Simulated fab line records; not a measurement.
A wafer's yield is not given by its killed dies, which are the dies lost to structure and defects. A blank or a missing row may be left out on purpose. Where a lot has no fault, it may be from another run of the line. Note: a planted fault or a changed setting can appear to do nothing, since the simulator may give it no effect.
The tool behind it: which one? | flow sky130 | 11 lots with 33 wafers sampled at 3 steps, on a route of 708 steps

## WHAT EACH GAUGE READ, for each wafer
SKY_VT_ADJUST_NCORE_CD_MEAS_07 targets a cd of 380 nm.
lot  | measured     | on        | cd_nm (nm)
L585 | day 9 07:45  | cd_sem-01 | 384.3 380.6 381.0
L587 | day 9 18:59  | cd_sem-01 | 381.7 383.9 383.7
L588 | day 10 02:26 | cd_sem-01 | 381.3 377.8 380.6
L594 | day 11 22:05 | cd_sem-02 | - - -
L595 | day 12 07:34 | cd_sem-02 | - - -
L601 | day 13 18:10 | cd_sem-01 | 375.1 375.3 375.7
L602 | day 13 23:38 | cd_sem-01 | 379.5 380.0 381.3
L603 | day 14 10:12 | cd_sem-02 | 379.9 379.0 380.1
L604 | day 14 18:07 | cd_sem-01 | 380.7 380.9 375.6
L605 | day 15 03:33 | cd_sem-01 | 380.0 379.7 377.0
L606 | day 15 12:00 | cd_sem-02 | 378.4 380.2 381.3

## TOOL THAT RAN EACH LOT (tool first, then ch and the chambers of the sampled wafers, then the start)
lot  | SKY_VT_ADJUST_LVTN_STRIP_20          | SKY_VT_ADJUST_NCORE_COAT_02
L585 | plasma_asher-01 ch 0,1, day 8 10:43  | litho_track-02 ch 0, day 8 20:43
L587 | plasma_asher-04 ch 0,1, day 8 21:31  | litho_track-01 ch 0, day 9 08:27
L588 | plasma_asher-02 ch 0,1, day 9 04:43  | litho_track-01 ch 0, day 9 15:09
L594 | plasma_asher-04 ch 0,1, day 10 22:39 | litho_track-01, day 11 10:07
L595 | plasma_asher-04 ch 0,1, day 11 07:40 | litho_track-01, day 11 19:40
L601 | plasma_asher-01 ch 0,1, day 12 18:16 | litho_track-04 ch 0, day 13 05:43
L602 | plasma_asher-02 ch 1, day 12 23:18   | litho_track-04 ch 0, day 13 10:40
L603 | plasma_asher-04 ch 0, day 13 08:22   | litho_track-01 ch 0, day 13 21:36
L604 | plasma_asher-01 ch 0,1, day 13 16:05 | litho_track-02 ch 0, day 14 04:32
L605 | plasma_asher-02 ch 0,1, day 14 00:45 | litho_track-01 ch 0, day 14 14:01
L606 | plasma_asher-02 ch 1, day 14 10:04   | litho_track-01 ch 0, day 14 23:12
- SKY_VT_ADJUST_LVTN_STRIP_20: strips in O2/N2.
- SKY_VT_ADJUST_NCORE_COAT_02: resist thk 1154 nm.

## THE ANSWER, worked out from the rows above alone
Rule: the lots themselves supply what counts as usual. The widest of any qualifying gaps counts: lots, ordered by their means at a reading, are off when they make up no more than a third of the lots, leave a main group of 4 or more, and stand apart from it by 3 or more times the standard deviation of that group's means. The tables above print the reading to a certain number of digits; a main group whose means all agree to those digits is not used. Also off: a lot with no number at a reading for which 4 or more lots have one. Any other lot the step has rows for is counted as sound.
Off: L594, L595, at SKY_VT_ADJUST_NCORE_CD_MEAS_07 (cd_nm). Without a number there: L594, L595. The main group: mean 379.8 nm, standard deviation 2.
If a tool, at a process step before that reading, ran all the lots that are off and no sound lot after the first of them, it fits. The gauges at SKY_VT_ADJUST_NCORE_CD_MEAS_07 are tried like those tools. None of those tried fits.

## WHAT WAS PUT IN BY THE SIMULATOR
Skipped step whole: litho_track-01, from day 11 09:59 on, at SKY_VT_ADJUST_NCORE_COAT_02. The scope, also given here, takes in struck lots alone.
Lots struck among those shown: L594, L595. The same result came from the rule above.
